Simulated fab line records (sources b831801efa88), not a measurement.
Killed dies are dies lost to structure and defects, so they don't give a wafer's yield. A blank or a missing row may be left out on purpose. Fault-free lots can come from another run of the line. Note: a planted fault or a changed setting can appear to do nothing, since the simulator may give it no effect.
The tool behind it: which one?    flow gf180mcu    12 lots with 36 wafers sampled at 7 steps, on a route of 602 steps

== WHAT THE GAUGES READ, wafer by wafer ==
GF_HV_LDD_CD_MEAS_31: target cd 400 nm. Usual: cd nm reads 400.9 nm (standard deviation 2.6).
lot   measured      on         cd nm (nm)         flag
L296  day 11 01:29  cd sem-02  402.2 401.3 399.9  
L298  day 11 18:52  cd sem-01  400.7 399.6 398.4  
L299  day 12 01:22  cd sem-02  396.4 397.8 396.8  
L300  day 12 09:37  cd sem-01  397.3 399.8 398.9  
L308  day 15 18:02  cd sem-02  401.4 401.9 404.0  
L309  day 16 13:44  cd sem-02  404.3 401.6 402.9  
L310  day 16 14:25  cd sem-02  398.6 400.1 396.6  
L312  day 17 11:01  cd sem-02  396.6 398.5 399.0  
L313  day 17 21:08  cd sem-02  402.6 401.5 399.7  
L315  day 18 15:12  cd sem-01  405.0 404.6 408.1  
L314  day 18 16:07  cd sem-02  405.1 402.7 402.4  
L317  day 19 15:10  cd sem-01  402.9 401.9 401.4  

GF_HV_LDD_TW_MEAS_50. Usual: HV_LDD_4_TW 571, standard deviation 5.8.
lot   measured      on             HV_LDD_4_TW  flag
L296  day 11 21:41  film metro-02  564 563 562  
L298  day 12 16:07  film metro-02  563 561 564  
L299  day 12 22:24  film metro-03  580 575 578  
L300  day 13 06:30  film metro-04  573 572 574  
L308  day 16 16:50  film metro-04  572 571 572  
L309  day 17 14:38  film metro-03  574 577 579  
L310  day 17 14:54  film metro-04  577 579 576  
L312  day 18 11:36  film metro-02  566 565 561  
L313  day 18 22:29  film metro-03  581 578 577  
L315  day 19 16:46  film metro-02  566 568 571  
L314  day 19 18:03  film metro-03  579 579 575  
L317  day 20 16:54  film metro-04  574 573 572  

GF_HV_LDD_THK_MEAS_55. Usual: HV_LDD_CVD_54_THK 9.97 nm, standard deviation 0.15.
lot   measured      on             HV_LDD_CVD_54_THK (nm)  flag
L296  day 11 23:00  film metro-04  9.99 10.12 10.09        
L298  day 12 17:30  film metro-02  10.17 10.13 10.21       
L299  day 12 23:43  film metro-04  9.85 9.82 9.79          
L300  day 13 07:49  film metro-04  9.91 9.95 10.06         
L308  day 16 18:10  film metro-02  10.08 10.23 10.07       
L309  day 17 15:58  film metro-02  10.02 10.00 10.03       
L310  day 17 16:52  film metro-03  10.01 10.01 9.98        
L312  day 18 13:00  film metro-02  10.01 10.14 10.08       
L313  day 18 23:49  film metro-02  9.88 9.97 9.99          
L315  day 19 18:05  film metro-02  9.85 9.91 9.77          
L314  day 19 19:22  film metro-02  9.87 9.91 9.73          
L317  day 20 18:44  film metro-04  10.17 10.16 10.11       

GF_PSD_TW_MEAS_11. Usual: PSD_TW 3168, standard deviation 22.
lot   measured      on             PSD_TW          flag
L296  day 13 16:41  film metro-02  3151 3138 3147  
L298  day 14 11:30  film metro-01  3473 3465 3480  OFF
L299  day 14 18:02  film metro-04  3207 3202 3207  
L300  day 15 02:41  film metro-04  3488 3484 3504  OFF
L308  day 18 19:44  film metro-01  3160 3184 3162  
L309  day 19 18:41  film metro-02  3183 3170 3172  
L310  day 19 20:15  film metro-01  3145 3171 3149  
L312  day 20 15:33  film metro-02  3176 3167 3180  
L313  day 21 03:41  film metro-01  3164 3172 3156  
L315  day 21 20:26  film metro-02  3167 3148 3153  
L314  day 21 22:03  film metro-02  3176 3168 3171  
L317  day 22 19:56  film metro-01  3148 3153 3146  

GF_PSD_RS_MEAS_15: the measuring method here is four-point-probe. Usual: PSD_RS 108.60 ohm/sq, standard deviation 0.29.
lot   measured      on             PSD_RS (ohm/sq)       flag
L296  day 13 17:01  film metro-01  108.86 108.99 108.97  
L298  day 14 11:50  film metro-01  96.10 96.19 96.11     OFF
L299  day 14 18:22  film metro-01  107.92 108.58 108.15  
L300  day 15 03:01  film metro-01  96.64 96.61 96.53     OFF
L308  day 18 20:04  film metro-02  108.21 108.34 108.20  
L309  day 19 18:59  film metro-04  108.71 108.44 108.58  
L310  day 19 20:35  film metro-02  108.65 108.64 108.58  
L312  day 20 15:52  film metro-01  108.75 108.81 108.87  
L313  day 21 04:00  film metro-04  108.20 108.53 108.37  
L315  day 21 20:44  film metro-02  108.93 108.57 108.73  
L314  day 21 22:22  film metro-04  108.54 108.61 108.54  
L317  day 22 20:19  film metro-04  108.68 108.96 108.81  

== TOOL THAT RAN EACH LOT (tool first, then ch and the chambers of the sampled wafers, then the start) ==
lot   GF_PSD_IMPLANT_09                GF_PSD_STRIP_10
L296  implanter-03 ch 0, day 13 16:26  plasma asher-02 ch 0,1, day 13 16:35
L298  implanter-03 ch 0, day 14 11:16  plasma asher-01 ch 0,1, day 14 11:23
L299  implanter-04 ch 0, day 14 17:48  plasma asher-02 ch 0,1, day 14 17:56
L300  implanter-03 ch 0, day 15 02:27  plasma asher-02 ch 0,1, day 15 02:35
L308  implanter-03 ch 0, day 18 19:29  plasma asher-01 ch 0,1, day 18 19:38
L309  implanter-03 ch 0, day 19 18:26  plasma asher-01 ch 0,1, day 19 18:35
L310  implanter-02 ch 0, day 19 20:01  plasma asher-02 ch 0,1, day 19 20:08
L312  implanter-04 ch 0, day 20 15:19  plasma asher-04 ch 0,1, day 20 15:26
L313  implanter-03 ch 0, day 21 03:26  plasma asher-04 ch 0,1, day 21 03:35
L315  implanter-03 ch 0, day 21 20:11  plasma asher-02 ch 0,1, day 21 20:20
L314  implanter-04 ch 0, day 21 21:49  plasma asher-04 ch 0,1, day 21 21:56
L317  implanter-02 ch 0, day 22 19:42  plasma asher-04 ch 0,1, day 22 19:50
- GF_PSD_IMPLANT_09
- GF_PSD_STRIP_10: strips in O2/N2.

== WHAT THE TOOLS THEMSELVES READ (means of the sampled wafers that have a number; where no wafer has one, the mark that the record gives instead) ==
GF_PSD_IMPLANT_09. Usual: beam energy keV 39.998, standard deviation 0.012; beam on s 10.00 s, standard deviation 0.2.
lot   tool          beam energy keV  beam on s (s)  flag
L296  implanter-03  39.998           10.14          
L298  implanter-03  56.401           9.94           OFF
L299  implanter-04  40.009           9.95           
L300  implanter-03  56.409           9.95           OFF
L308  implanter-03  40.005           10.09          
L309  implanter-03  40.008           9.90           
L310  implanter-02  40.004           10.07          
L312  implanter-04  39.989           10.05          
L313  implanter-03  39.998           9.92           
L315  implanter-03  40.005           9.91           
L314  implanter-04  39.990           10.19          
L317  implanter-02  39.977           9.84           

GF_PSD_STRIP_10. Usual: drypump motor current A 5.7 A, standard deviation 0.34; heater power w 326 W, standard deviation 26; oes product au 0.592 a.u., standard deviation 0.0045; strip time to endpoint s 16.54 s, standard deviation 0.034.
lot   tool             drypump motor current A (A)  heater power w (W)  oes product au (a.u.)  strip time to endpoint s (s)  flag
L296  plasma asher-02  6.0                          315                 0.591                  16.55                         
L298  plasma asher-01  5.8                          313                 0.557                  18.12                         OFF
L299  plasma asher-02  6.0                          322                 0.593                  16.53                         
L300  plasma asher-02  6.0                          322                 0.564                  18.07                         OFF
L308  plasma asher-01  5.6                          322                 0.593                  16.52                         
L309  plasma asher-01  5.8                          315                 0.591                  16.54                         
L310  plasma asher-02  6.0                          326                 0.596                  16.57                         
L312  plasma asher-04  5.5                          322                 0.598                  16.57                         
L313  plasma asher-04  5.5                          323                 0.590                  16.58                         
L315  plasma asher-02  6.0                          323                 0.592                  16.56                         
L314  plasma asher-04  5.5                          321                 0.593                  16.52                         
L317  plasma asher-04  5.4                          343                 0.595                  16.53                         

== THE ANSWER, worked out from the rows above alone ==
Rule: lot off if the mean of its wafers having a number is beyond 3 standard deviations from the usual mean. A lot without any number at a reading at which 4 lots or more have one is off too. All remaining lots with rows at the step are treated as sound. First the gauges in route order, then the tools' own readings, where a lot's mean is used as printed above. The first step at which some lot is off is used, and at that step the reading that is off furthest; a lot without a number counts as furthest.
Off: at GF_PSD_TW_MEAS_11 (PSD_TW), L298, L300.
A tool fits if, at a process step before that reading, it ran every lot that is off, and no sound lot after the first of them. The gauges at GF_PSD_TW_MEAS_11 aren't tried: what is off there is off at GF_PSD_IMPLANT_09 too, on other tools, and a gauge's error can't cause that. Not one of the candidates tried fits.

== WHAT THE SIMULATOR PUT IN ==
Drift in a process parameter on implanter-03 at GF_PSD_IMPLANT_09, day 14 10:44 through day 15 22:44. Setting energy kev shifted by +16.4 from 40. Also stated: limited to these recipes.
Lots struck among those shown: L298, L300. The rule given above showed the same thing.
